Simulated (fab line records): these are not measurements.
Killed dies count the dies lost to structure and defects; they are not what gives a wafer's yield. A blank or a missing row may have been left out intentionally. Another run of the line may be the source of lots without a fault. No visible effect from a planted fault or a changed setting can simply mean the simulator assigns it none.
fab line records	flow sky130
[record] lots = 5	wafers = 15	last_day = 50
route steps=708 shown VIA1@472 METAL2@483 PAD_OPEN@708
lots with no fault: from the same line, run without faults
start_h: start of the lot's first displayed wafer, in hours after the record's first day	wait_h: hours elapsed since this lot's preceding step	" unchanged from the row above	L1.1+2: several wafers, shown together as one row	- no value, or no start was given	* or withheld: withheld	< > ~ a bound
route shown NAME@n: names a module that has steps shown in the file, with the first one's number in the route	usual: the fault-free wafers' mean and standard deviation	same: alike in all rows	chamber/n: place in a boat	sites: per-site readings	_std_site: standard deviation across them	_edge_site: outer sites' mean less inner sites'	radius_mm: how far each site lies from the wafer's centre	mask NAME#n: copy n	behind: the last tool/chamber to shape the wafer	hold: reason for holding the lot/hours on hold/outcome of the hold	device: which transistor (n, p or np) failed to switch	end of line: the same wafers' tests at the end of the route	a step given without rows: its recipe and nothing more	killed: the dies lost at the first sort to structure and to defects; this is not the yield of the wafer	map: per-die view of a wafer (x killed, . not killed, _ where there is no die)
set.NAME: the setting as run; set.NAME@STEP: as run at that earlier step	model.NAME: the simulator's own value behind a step, which no gauge read
certain route steps with their lots: each step a table, each wafer a row
services: when a tool's chamber went out of use (start_h, in hours from the record's first day, below 0 if earlier), for how many hours, and the reason
[[steps]]
[step SKY_VIA1_ETCH_14]
[recipe] chemistry = N2/H2	target = BARC	ion_energy_ev = 200	source_w = 500	bias_w = 100	pressure_mtorr = 30	n2_flow_sccm = 100	h2_flow_sccm = 200	stop_on = SiO2	time_s = 45.9	target_depth_a = 600
[usual] drypump_motor_current_A = 5.67/0.28	oes_product_au = 0.854/0.0051	throttle_valve_pct = 13.224/0.009
lot.wafer	tool	chamber	start_h	wait_h	drypump_motor_current_A	oes_product_au	rf_hours_counter_h	throttle_valve_pct
L849.2	rie_diel-02	3	805.37	0.0	5.75	0.855	17	13.232
L849.3	"	1	"	"	5.69	0.855	14	13.237
L849.4	"	1	"	"	5.69	0.855	-	13.223
L855.2	rie_diel-03	3	862.04	0.0	5.91	0.865	9	13.227
L855.3	"	0	"	"	5.42	0.857	17	13.217
L855.4	"	3	"	"	5.92	0.862	-	13.226
L859.1	rie_diel-03	0	890.34	0.0	5.42	0.849	18	13.230
L859.4	"	3	"	"	5.91	0.850	10	13.216
L859.5	"	1	"	"	5.37	0.857	-	13.220
L861.2	rie_diel-02	1	895.59	0.0	5.66	0.845	17	13.227
L861.3	"	3	"	"	5.76	0.853	20	13.228
L861.6	"	3	"	"	5.76	0.848	-	13.221
L870.1	rie_diel-03	2	959.39	0.0	5.18	0.852	3	13.210
L870.4	"	1	"	"	5.37	0.853	12	13.233
L870.6	"	3	"	"	5.91	0.859	-	13.219
[step SKY_VIA1_ETCH_15]
[recipe] target = SiO2	chemistry = C4F8/O2/Ar	target_depth_nm = 351	stop_on = TiN	mask_material = KrF-thick	source_w = 1500	bias_w = 1200	pressure_mtorr = 40	c4f8_flow_sccm = withheld	O2_flow_sccm = 6	Ar_flow_sccm = 300	time_s = 54
[usual] oes_product_au = 0.980/0.0053
lot.wafer	tool	chamber	start_h	wait_h	oes_product_au	rf_hours_counter_h
L849.2	rie_diel-02	3	805.41	0.0	0.978	17
L849.3	"	1	"	"	0.976	14
L849.4	"	1	"	"	0.975	-
L855.2	rie_diel-03	3	862.08	0.0	0.981	9
L855.3	"	0	"	"	0.972	17
L855.4	"	3	"	"	0.982	-
L859.1	rie_diel-03	0	890.38	0.0	0.974	18
L859.4	"	3	"	"	0.980	10
L859.5	"	1	"	"	0.982	-
L861.2	rie_diel-02	1	895.63	0.0	0.979	17
L861.3	"	3	"	"	0.975	20
L861.6	"	3	"	"	0.980	-
L870.1	rie_diel-03	2	959.43	0.0	0.976	3
L870.4	"	1	"	"	0.976	12
L870.6	"	3	"	"	0.977	-
[step SKY_VIA1_STRIP_16]
[recipe] chemistry = O2/N2	power_w = 1400	pressure_mtorr = 1500	platen_temp_c = withheld	o2_flow_sccm = 3000	n2_flow_sccm = 300	overash_fraction = 0.5
[step SKY_VIA1_STRIP_17]
[recipe] chemistry = post_etch_residue_remover	time_s = 1200	temp_c = 72.5
[step SKY_VIA1_CLEAN_18]
[recipe] chemistry = IPA	time_s = 180	temp_c = 25
[step SKY_VIA1_CLEAN_19]
[recipe] chemistry = O3/DIW	dry = n2_spin
[step SKY_VIA1_SPUTTER_20]
[recipe] material = TiN	target_thk_nm = 20	chamber_pressure_pa = 5	power_w = 4000	time_s = 80
[usual] cathode_dc_power_W = 4000.0/0.72	throttle_valve_pct = 29.8/0.92
lot.wafer	tool	chamber	start_h	wait_h	cathode_dc_power_W	throttle_valve_pct
L849.2	pvd_sputter-02	-	806.10	0.0	4000.0	30.3
L849.3	"	-	"	"	3999.8	29.5
L849.4	"	-	"	"	3998.3	28.1
L855.2	pvd_sputter-02	-	862.72	0.0	3999.4	30.3
L855.3	"	-	"	"	4000.0	29.5
L855.4	"	-	"	"	4000.9	29.4
L859.1	pvd_sputter-02	-	891.02	0.0	3999.4	28.3
L859.4	"	-	"	"	4000.3	30.2
L859.5	"	-	"	"	3999.8	29.8
L861.2	pvd_sputter-02	-	896.27	0.0	3999.3	30.2
L861.3	"	-	"	"	3999.3	28.2
L861.6	"	-	"	"	4001.6	29.2
L870.1	pvd_sputter-02	-	960.56	0.0	4001.9	30.3
L870.4	"	-	"	"	3998.9	28.0
L870.6	"	-	"	"	4000.8	30.3
[step SKY_VIA1_CVD_21]
[recipe] material = W	target_thk_nm = 270	time_s = 80.902	temp_c = 400	pressure_torr = 40
[usual] heater_power_w = 851/36
lot.wafer	tool	chamber	start_h	wait_h	heater_power_w
L849.2	cvd_w-02	0	806.16	0.0	862
L849.3	"	1	"	"	811
L849.4	"	0	"	"	870
L855.2	cvd_w-02	1	862.78	0.0	843
L855.3	"	0	"	"	875
L855.4	"	1	"	"	842
L859.1	cvd_w-02	0	891.08	0.0	861
L859.4	"	0	"	"	859
L859.5	"	0	"	"	884
L861.2	cvd_w-02	0	896.33	0.0	878
L861.3	"	1	"	"	834
L861.6	"	1	"	"	841
L870.1	cvd_w-02	0	960.63	0.0	884
L870.4	"	0	"	"	888
L870.6	"	0	"	"	880
[step SKY_VIA1_RS_MEAS_22]
[recipe] thk_meas_gauge = four-point-probe	reads = W_of_VIA1_CVD_21+TiN_of_VIA1_SPUTTER_20
[usual] VIA1_W_RS = 0.426/0.0044
lot.wafer	tool	chamber	start_h	wait_h	VIA1_W_RS[ohm/sq]
L849.2	film_metro-04	-	806.27	0.1	0.423
L849.3	"	-	"	"	0.421
L849.4	"	-	"	"	0.420
L855.2	film_metro-02	-	862.90	0.1	0.422
L855.3	"	-	"	"	0.427
L855.4	"	-	"	"	0.429
L859.1	film_metro-02	-	891.27	0.2	0.428
L859.4	"	-	"	"	0.432
L859.5	"	-	"	"	0.428
L861.2	film_metro-02	-	896.45	0.1	0.419
L861.3	"	-	"	"	0.428
L861.6	"	-	"	"	0.426
L870.1	film_metro-02	-	960.81	0.2	0.426
L870.4	"	-	"	"	0.428
L870.6	"	-	"	"	0.426
[step SKY_VIA1_THK_MEAS_23]
[recipe] thk_meas_gauge = xrf	reads = W_of_VIA1_CVD_21
[usual] VIA1_W_THK = 270/3.8
lot.wafer	tool	chamber	start_h	wait_h	VIA1_W_THK[nm]
L849.2	film_metro-04	-	806.38	0.1	270
L849.3	"	-	"	"	273
L849.4	"	-	"	"	274
L855.2	film_metro-02	-	863.01	0.1	271
L855.3	"	-	"	"	266
L855.4	"	-	"	"	265
L859.1	film_metro-02	-	891.39	0.1	266
L859.4	"	-	"	"	262
L859.5	"	-	"	"	265
L861.2	film_metro-02	-	896.56	0.1	271
L861.3	"	-	"	"	265
L861.6	"	-	"	"	266
L870.1	film_metro-02	-	960.93	0.1	264
L870.4	"	-	"	"	264
L870.6	"	-	"	"	264
[step SKY_VIA1_CMP_24]
[recipe] stop_on = SiO2	t_overpolish_s = 15	down_force_psi = 3.5	platen_rpm = 60	target_thk_nm = 0	pad_velocity_m_s = 0.94248
[step SKY_METAL2_SPUTTER_00]
[recipe] material = Ti	target_thk_nm = 15	power_w = 3000	time_s = 10	chamber_pressure_pa = 0.4
[usual] cathode_dc_power_W = 3000.0/0.56	throttle_valve_pct = 30.0/0.89
lot.wafer	tool	chamber	start_h	wait_h	cathode_dc_power_W	throttle_valve_pct
L849.2	pvd_sputter-04	-	806.73	0.1	2999.7	30.1
L849.3	"	-	"	"	3001.1	29.3
L849.4	"	-	"	"	3000.9	31.2
L855.2	pvd_sputter-03	-	863.36	0.2	3000.5	30.1
L855.3	"	-	"	"	3000.4	29.0
L855.4	"	-	"	"	3000.9	31.2
L859.1	pvd_sputter-04	-	891.75	0.1	3000.7	29.5
L859.4	"	-	"	"	3000.5	30.9
L859.5	"	-	"	"	2999.8	29.4
L861.2	pvd_sputter-03	-	896.91	0.2	3000.7	30.9
L861.3	"	-	"	"	3001.3	29.9
L861.6	"	-	"	"	2999.9	30.0
L870.1	pvd_sputter-03	-	961.56	0.2	3000.5	28.8
L870.4	"	-	"	"	3000.5	31.2
L870.6	"	-	"	"	2998.6	28.8
[step SKY_METAL2_SPUTTER_01]
[recipe] material = TiN	target_thk_nm = 20	power_w = 6500	time_s = 16.7	chamber_pressure_pa = 0.4
[usual] cathode_dc_power_W = 6500.0/1.3	throttle_valve_pct = 30.0/0.91
lot.wafer	tool	chamber	start_h	wait_h	cathode_dc_power_W	throttle_valve_pct	model.TiN_of_METAL2_SPUTTER_01.thk_nm
L849.2	pvd_sputter-04	-	806.75	0.0	6500.3	29.9	19.89
L849.3	"	-	"	"	6501.3	29.6	20.13
L849.4	"	-	"	"	6500.6	30.7	20.05
L855.2	pvd_sputter-03	-	863.38	0.0	6500.5	30.0	19.7
L855.3	"	-	"	"	6500.5	28.6	19.9
L855.4	"	-	"	"	6499.9	31.0	19.92
L859.1	pvd_sputter-04	-	891.77	0.0	6499.1	29.6	19.98
L859.4	"	-	"	"	6499.2	30.9	19.99
L859.5	"	-	"	"	6500.7	29.5	20.06
L861.2	pvd_sputter-03	-	896.93	0.0	6499.2	31.1	18.81
L861.3	"	-	"	"	6500.8	30.0	19.85
L861.6	"	-	"	"	6500.1	30.1	19.74
L870.1	pvd_sputter-03	-	961.58	0.0	6499.0	28.8	19.96
L870.4	"	-	"	"	6497.9	31.3	20.52
L870.6	"	-	"	"	6498.9	28.9	19.79
[step SKY_METAL2_SPUTTER_02]
[recipe] material = AlCu	target_thk_nm = 250	power_w = 10600	time_s = 13.3	chamber_pressure_pa = 0.4
[step SKY_PAD_OPEN_PROBE_99]
[usual] defect_limited_yield = 82.5/2	killed_at_M0_to_M3 = 42/6.6	killed_at_M4_up = 3.1/1.9	killed_at_contacts = 25/5.7	killed_at_front_end = 16/5	killed_at_other = 0.2/0.38	killed_dies = 86/9.6	killed_on_rim = 16/4	killed_open = 47/7.2	killed_short = 39/6.2	sort_bin_3_pad_short = 0.9/0.44	sort_bin_5_function = 10.3/1.5	sort_bin_6_memory = 6.2/1.1	sort_n_pass = 406/9.6	sort_yield_pct = 82.5/2
[same] gross_dies = 492	killed_at_back_side = 0	sort_bin_4_leakage[%] = 0	sort_bin_8_speed[%] = 0
lot.wafer	tool	chamber	start_h	wait_h	defect_limited_yield[%]	killed_at_M0_to_M3	killed_at_M4_up	killed_at_contacts	killed_at_front_end	killed_at_other	killed_dies	killed_on_rim	killed_open	killed_short	sort_bin_3_pad_short[%]	sort_bin_5_function[%]	sort_bin_6_memory[%]	sort_n_pass	sort_yield_pct[%]
L849.2	prober-01	-	1088.13	0.1	81.5	44	6	27	14	0	91	22	43	48	1.2	10.6	6.7	401	81.5
L849.3	prober-01	-	1088.18	0.2	84.6	29	3	20	23	1	76	18	37	39	1.2	9.3	4.9	416	84.6
L849.4	prober-01	-	1088.23	0.2	85.6	42	1	14	14	0	71	11	38	33	0.8	8.7	4.9	421	85.6
L855.2	prober-01	-	1128.63	0.1	82.1	43	5	23	17	0	88	16	46	42	1.0	10.6	6.3	404	82.1
L855.3	prober-01	-	1128.68	0.2	79.7	50	2	23	25	0	100	15	54	46	0.4	13.4	6.5	392	79.7
L855.4	prober-01	-	1128.73	0.2	82.7	43	3	22	17	0	85	7	45	40	1.0	10.8	5.5	407	82.7
L859.1	prober-01	-	1149.13	0.1	83.7	43	5	20	12	0	80	11	51	29	0.8	10.8	4.7	412	83.7
L859.4	prober-01	-	1149.28	0.2	83.7	40	1	23	16	0	80	15	49	31	1.0	9.6	5.7	412	83.7
L859.5	prober-01	-	1149.33	0.2	76.8	62	6	27	19	0	114	31	61	53	1.0	11.8	10.4	378	76.8
L861.2	prober-01	-	1154.24	0.1	82.7	46	0	23	16	0	85	13	47	38	1.0	10.6	5.7	407	82.7
L861.3	prober-01	-	1154.29	0.2	84.1	32	1	27	18	0	78	16	38	40	0	10.0	5.9	414	84.1
L861.6	prober-01	-	1154.44	0.2	83.7	32	3	24	21	0	80	18	42	38	0.6	8.5	7.1	412	83.7
L870.1	prober-02	-	1197.80	0.1	83.7	42	2	25	10	1	80	13	47	33	0.6	10.4	5.3	412	83.7
L870.4	prober-02	-	1197.95	0.2	82.3	53	3	22	9	0	87	9	40	47	0.8	10.6	6.3	405	82.3
L870.6	prober-02	-	1198.05	0.2	83.9	44	5	21	9	0	79	14	39	40	1.2	8.9	5.9	413	83.9
// killed by level:class
L849.2 CONTACT:geometric_particle:open=9 VIA1:geometric_particle:open=8 VIA3:geometric_particle:open=6 LI_CONTACT:geometric_particle:short=5 VIA1:geometric_particle:short=5 VIA2:geometric_particle:open=5 METAL2:geometric_particle:short=5 METAL4:geometric_particle:short=5
L849.3 LI_CONTACT:geometric_particle:open=7 FIELD_ISO:geometric_particle:open=6 POLY_GATE:geometric_particle:open=5 POLY_GATE:geometric_particle:short=5 CONTACT:geometric_particle:open=5 METAL1:geometric_particle:short=5 VIA1:geometric_particle:short=5 METAL2:geometric_particle:short=5
L849.4 VIA1:geometric_particle:open=11 VIA3:geometric_particle:open=7 FIELD_ISO:geometric_particle:open=6 METAL1:geometric_particle:short=6 CONTACT:geometric_particle:open=5 METAL2:geometric_particle:short=5 CONTACT:geometric_particle:short=4 FIELD_ISO:geometric_particle:short=3
L855.2 LI_CONTACT:geometric_particle:open=14 VIA1:geometric_particle:open=10 VIA2:geometric_particle:open=7 METAL1:geometric_particle:short=6 FIELD_ISO:geometric_particle:short=5 METAL2:geometric_particle:short=5 METAL4:geometric_particle:short=5 VIA3:geometric_particle:open=4
L855.3 CONTACT:geometric_particle:open=9 VIA3:geometric_particle:open=9 VIA1:geometric_particle:open=8 METAL2:geometric_particle:short=7 POLY_GATE:geometric_particle:open=6 POLY_GATE:geometric_particle:short=5 LI_CONTACT:geometric_particle:open=5 CONTACT:geometric_particle:short=5
L855.4 METAL2:geometric_particle:short=11 CONTACT:geometric_particle:open=9 VIA1:geometric_particle:open=8 LI_CONTACT:geometric_particle:open=7 POLY_GATE:geometric_particle:short=5 METAL1:geometric_particle:short=5 VIA2:geometric_particle:open=4 VIA3:geometric_particle:open=4
L859.1 VIA1:geometric_particle:open=11 CONTACT:geometric_particle:open=8 VIA2:geometric_particle:open=8 LI_CONTACT:geometric_particle:open=6 VIA3:geometric_particle:open=6 METAL1:geometric_particle:short=5 FIELD_ISO:geometric_particle:open=4 CONTACT:geometric_particle:short=4
L859.4 LI_CONTACT:geometric_particle:open=10 VIA1:geometric_particle:open=9 FIELD_ISO:geometric_particle:open=5 CONTACT:geometric_particle:open=5 VIA2:geometric_particle:open=5 METAL2:geometric_particle:short=5 POLY_GATE:geometric_particle:open=4 CONTACT:geometric_particle:short=4
L859.5 VIA1:geometric_particle:open=14 VIA3:geometric_particle:open=13 CONTACT:geometric_particle:open=10 CONTACT:geometric_particle:short=7 METAL2:geometric_particle:short=6 LI_CONTACT:geometric_particle:open=6 VIA3:geometric_particle:short=6 METAL1:geometric_particle:short=6
L861.2 CONTACT:geometric_particle:open=10 VIA1:geometric_particle:open=10 VIA2:geometric_particle:open=7 VIA3:geometric_particle:open=7 METAL1:geometric_particle:short=6 LI_CONTACT:geometric_particle:open=6 VIA1:geometric_particle:short=6 POLY_GATE:geometric_particle:short=5
L861.3 CONTACT:geometric_particle:open=8 LI_CONTACT:geometric_particle:open=7 VIA1:geometric_particle:short=6 CONTACT:geometric_particle:short=5 VIA1:geometric_particle:open=5 VIA3:geometric_particle:open=4 FIELD_ISO:geometric_particle:open=3 FIELD_ISO:geometric_particle:short=3
L861.6 LI_CONTACT:geometric_particle:open=9 VIA1:geometric_particle:open=9 CONTACT:geometric_particle:open=8 FIELD_ISO:geometric_particle:short=6 VIA1:geometric_particle:short=5 FIELD_ISO:geometric_particle:open=4 POLY_GATE:geometric_particle:short=4 VIA2:geometric_particle:short=4
L870.1 VIA1:geometric_particle:open=11 CONTACT:geometric_particle:open=10 VIA3:geometric_particle:open=7 LI_CONTACT:geometric_particle:open=6 LOCAL_INTERCONNECT:geometric_particle:short=5 VIA2:geometric_particle:open=5 FIELD_ISO:geometric_particle:open=4 VIA1:geometric_particle:short=4
L870.4 VIA1:geometric_particle:open=12 METAL1:geometric_particle:short=11 METAL2:geometric_particle:short=7 VIA1:geometric_particle:short=7 VIA3:geometric_particle:open=7 CONTACT:geometric_particle:open=6 LI_CONTACT:geometric_particle:open=4 LOCAL_INTERCONNECT:geometric_particle:short=4
L870.6 VIA1:geometric_particle:open=10 METAL2:geometric_particle:short=9 CONTACT:geometric_particle:open=7 VIA1:geometric_particle:short=6 VIA2:geometric_particle:open=6 LOCAL_INTERCONNECT:geometric_particle:short=4 CONTACT:geometric_particle:short=4 METAL4:geometric_particle:short=4
[[services]]
tool	chamber	start_h	hours	kind
pvd_sputter-04	0	784.19	-	consumable_replace:kit
pvd_sputter-04	0	784.19	18.0	scheduled_down
rie_diel-02	-	805.90	0.4	repair
pvd_sputter-04	-	814.06	4.8	repair
rie_diel-02	1	820.59	2.9	repair
pvd_sputter-03	-	827.06	14.2	repair
cvd_w-02	0	833.48	6.2	repair
pvd_sputter-03	-	834.33	1.8	repair
pvd_sputter-03	-	844.26	2.0	repair
pvd_sputter-03	-	852.36	2.8	repair
rie_diel-03	2	853.98	-	clean
rie_diel-03	2	853.98	18.2	scheduled_down
rie_diel-03	2	853.98	18.2	vent_cycle
cvd_w-02	1	886.28	8.1	repair
pvd_sputter-04	-	888.09	2.7	repair
pvd_sputter-02	-	898.85	0.9	repair
pvd_sputter-03	-	907.52	4.1	repair
rie_diel-03	0	942.80	2.8	repair
cvd_w-02	1	949.67	17.9	repair
rie_diel-02	0	950.15	2.2	repair
rie_diel-02	0	956.20	8.7	repair
pvd_sputter-03	0	958.13	-	consumable_replace:kit
pvd_sputter-03	0	958.13	18.0	scheduled_down
pvd_sputter-03	0	958.13	18.0	vent_cycle
[[key]]
first_sign none at tools or gauges
[model_effect] step = SKY_METAL2_SPUTTER_01	value = TiN_of_METAL2_SPUTTER_01.thk_nm	without = 20.06	struck = 18.81
met_at SKY_METAL2_SPUTTER_01
struck_wafers L861.2
onset_between 863.38 896.93
[fault] kind = process_parameter_drift	tool = pvd_sputter-03	chamber = -	onset_h = 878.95	steps = SKY_METAL2_SPUTTER_01	channel = time_s	offset = *	shape = step	end_h = 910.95	acts_in = *	stated = *	scope = struck_wafers_only
